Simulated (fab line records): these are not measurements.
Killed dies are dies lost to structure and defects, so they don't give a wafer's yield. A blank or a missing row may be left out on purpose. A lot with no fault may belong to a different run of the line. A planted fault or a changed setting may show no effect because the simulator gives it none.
Comparing a struck lot with a sound one / flow sky130 / 35 steps out of a route of 708
Sound: the wafers L849.1, L849.3, L849.4. Struck: wafers L861.1, L861.4, L861.5. The cause is given at the end.
Per side, at each step with rows, come the tool, then ch with its chambers, and then its first start. Under that, the readings that differ: sound wafers / struck wafers / difference of the means / sigmas: that difference in standard deviations of wafers without a fault.
alike: words and numbers the same on both sides, and readings whose means are apart by under 2 such deviations; not compared: readings that were withheld, readings missing a value for some wafer, numbers with overlapping values and no deviation given by the record, and bounds like >300 which may hide the same value.
A row with sigmas, a row that says differs or no value, or rows on one side alone: a step with any of these is where the two part. When numbers do not overlap yet have no deviation, they are printed without sigmas and do not part them. A reading that every wafer of one side lacks parts them only if that side has two wafers or more.

first, 10 steps without rows for these wafers: SKY_VIA3_DEHYDRATE_04 (time 60 s); SKY_VIA3_HMDS_05 (prime time 60 s); SKY_VIA3_COAT_06 (resist thk 60 nm); SKY_VIA3_COAT_07 (resist thk 450 nm); SKY_VIA3_SOFTBAKE_08 (time 90 s); SKY_VIA3_EXPOSE_09 (exposes mask VIM3, target cd 200 nm); SKY_VIA3_PEB_10; SKY_VIA3_DEVELOP_11 (develop time 60 s); SKY_VIA3_ETCH_14 (etches BARC in N2/H2, stops on SiO2, time 45.9 s, target depth 60 nm); SKY_VIA3_ETCH_15 (etches SiO2 in C4F8/O2/Ar, stops on TiN, target depth 507 nm, time 78 s).
SKY_VIA3_STRIP_16: strips in O2/N2.
  sound on plasma_asher-01 ch 0,1, day 39 10:13; struck on plasma_asher-01 ch 0,1, day 43 12:28
  alike: drypump_motor_current_A, oes_product_au, strip_time_to_endpoint_s
  not compared: rf_hours_counter_h
then, 23 steps without rows for these wafers: SKY_VIA3_STRIP_17 (strips in post etch residue remover, time 1200 s); SKY_VIA3_CLEAN_18 (cleans in IPA, time 180 s); SKY_VIA3_CLEAN_19 (cleans in O3/DIW); SKY_VIA3_SPUTTER_20 (material TiN, target thk 20 nm, time 80 s); SKY_VIA3_CVD_21 (deposits W, target thk 390 nm, time 117.31 s); SKY_VIA3_CMP_24 (polishes, stops on SiO2, t overpolish 20 s, target thk 0 nm); SKY_METAL4_SPUTTER_00 (material Ti, target thk 15 nm, time 10 s); SKY_METAL4_SPUTTER_01 (material TiN, target thk 20 nm, time 16.7 s); SKY_METAL4_SPUTTER_02 (material AlCu, target thk 735 nm, time 39.1 s); SKY_METAL4_SPUTTER_03 (material Ti, target thk 5 nm, time 3.3 s); SKY_METAL4_SPUTTER_04 (material TiN, target thk 70 nm, time 58.3 s); SKY_CAP2M_CVD_00 (deposits SiO2, target thk 15.5 nm); SKY_CAP2M_SPUTTER_02 (material TiN, target thk 200 nm, time 166.7 s); SKY_CAP2M_DEHYDRATE_05 (time 60 s); SKY_CAP2M_HMDS_06 (prime time 60 s); SKY_CAP2M_COAT_07 (resist thk 1140 nm); SKY_CAP2M_SOFTBAKE_08 (time 60 s); SKY_CAP2M_EXPOSE_09 (exposes mask CAP2M, target cd 1000 nm); SKY_CAP2M_PEB_10; SKY_CAP2M_DEVELOP_11 (develop time 60 s); SKY_CAP2M_METAL_ETCH_13 (etches TiN in Cl2/BCl3, stops on SiO2, target depth 220 nm, time 62.9 s); SKY_CAP2M_STRIP_14 (strips in O2/N2); SKY_CAP2M_STRIP_15 (strips in post etch residue remover, time 1200 s).
-- the record jumps here: 5 days lie between the struck wafers' starts before and after (it left off in module CAP2M and takes up again in module PAD_OPEN, whose first step shown is number 708 of the route) --
SKY_PAD_OPEN_PROBE_99:
  sound on prober-01, day 45 12:28; struck on prober-01, day 48 23:41
reading=defect_limited_yield (%); sound=83.1 81.3 84.1; struck=72.2 75.2 73.0; difference=-9.4; sigmas=-5
reading=killed_at_M0_to_M3; sound=42 46 38; struck=102 85 85; difference=+49; sigmas=+7
reading=killed_dies; sound=83 92 78; struck=137 122 133; difference=+46; sigmas=+5
reading=sort_bin_3_pad_short (%); sound=0.4 0.6 0.4; struck=2.4 1.6 3.0; difference=+1.9; sigmas=+4
reading=sort_bin_5_function (%); sound=8.7 13.0 9.3; struck=15.7 17.5 16.3; difference=+6.2; sigmas=+4
reading=sort_n_pass; sound=409 400 414; struck=355 370 359; difference=-46; sigmas=-5
reading=sort_yield_pct (%); sound=83.1 81.3 84.1; struck=72.2 75.2 73.0; difference=-9.4; sigmas=-5
reading=model.etest.tester.sort_n_pass; sound=409 400 414; struck=355 370 359; difference=-46; sigmas=
reading=model.etest.tester.sort_yield_pct (%); sound=83.13 81.3 84.15; struck=72.15 75.2 72.97; difference=-9.42; sigmas=
reading=model.etest.tester.sort_bin_5_pct (%); sound=8.74 13.01 9.35; struck=15.65 17.48 16.26; difference=+6.10; sigmas=
reading=model.etest.tester.sort_bin_3_pct (%); sound=0.4065 0.6098 0.4065; struck=2.439 1.626 3.049; difference=+1.897; sigmas=
  alike: killed_at_M4_up, killed_at_contacts, killed_at_front_end, killed_at_other, killed_open, killed_short, sort_bin_6_memory

== WHERE THEY PART ==
At SKY_PAD_OPEN_PROBE_99 and nowhere else, as far as this record goes.

WHY: what the simulator had put in
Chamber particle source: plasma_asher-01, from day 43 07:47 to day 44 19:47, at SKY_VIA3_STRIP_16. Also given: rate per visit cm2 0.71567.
